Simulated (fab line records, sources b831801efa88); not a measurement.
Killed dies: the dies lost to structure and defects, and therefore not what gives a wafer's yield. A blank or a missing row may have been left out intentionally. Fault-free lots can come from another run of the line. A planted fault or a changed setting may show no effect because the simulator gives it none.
Chamber matching | flow sky130 | 3 sister chambers for SKY_CAPM_CVD_00 on pecvd-02
The step deposits SiO2, target thk 15.5 nm. 22 wafers are shown with their chamber, then 11 later ones without.

## EACH WAFER AND ITS CHAMBER
wafer  | chamber | heater power w (W)
L074.3 | 0       | 841
L074.4 | 2       | 702
L074.5 | 2       | 693
L075.3 | 1       | 793
L075.4 | 2       | 700
L075.6 | 1       | 823
L076.1 | 2       | 683
L076.2 | 1       | 749
L076.3 | 0       | 697
L076.4 | 2       | 665
L076.5 | 0       | 686
L076.6 | 1       | 769
L082.3 | 1       | 801
L082.5 | 1       | 817
L082.6 | 2       | 724
L085.2 | 1       | 736
L085.3 | 0       | 772
L085.6 | 1       | 749
L087.2 | 1       | 726
L087.3 | 2       | 632
L087.6 | 2       | 638
L089.3 | 1       | 854

SIGNATURES (averages over the wafers above)
reading        | chamber 0 | chamber 1 | chamber 2 | scatter within a chamber
heater power w | 749.00    | 781.70    | 679.62    | 45.4
Rule: a wafer lies at a distance from a chamber equal to the root of the sum of squares, over the readings, of (its reading less the chamber's mean, divided by the reading's scatter). The wafer belongs to the nearest chamber; if the next one is less than 2 further off, it can't be placed. The scatter is the square root of a quotient: the sum, over the shown wafers, of each reading's squared deviation from its chamber's mean, divided by wafers minus chambers.

## WAFERS WHOSE CHAMBER IS MISSING
wafer  | heater power w (W)
L089.5 | 694
L089.6 | 823
L091.1 | 749
L091.2 | 633
L091.6 | 634
L095.2 | 838
L095.5 | 727
L095.6 | 760
L097.1 | 771
L097.5 | 806
L097.6 | 731

## EACH ONE'S CHAMBER
wafer  | from the rows above          | in truth
L089.5 | can't be placed: 2 or 0 or 1 | 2
L089.6 | can't be placed: 1 or 0      | 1
L091.1 | can't be placed: 0 or 1 or 2 | 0
L091.2 | can't be placed: 2 or 0      | 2
L091.6 | can't be placed: 2 or 0      | 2
L095.2 | can't be placed: 1 or 0      | 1
L095.5 | can't be placed: 0 or 2 or 1 | 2
L095.6 | can't be placed: 0 or 1 or 2 | 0
L097.1 | can't be placed: 1 or 0 or 2 | 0
L097.5 | can't be placed: 1 or 0      | 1
L097.6 | can't be placed: 0 or 1 or 2 | 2
Correct placement for 0 of the 11. These rows do not allow placing 11 (true chamber among the candidates in 11). Number placed wrongly: 0.
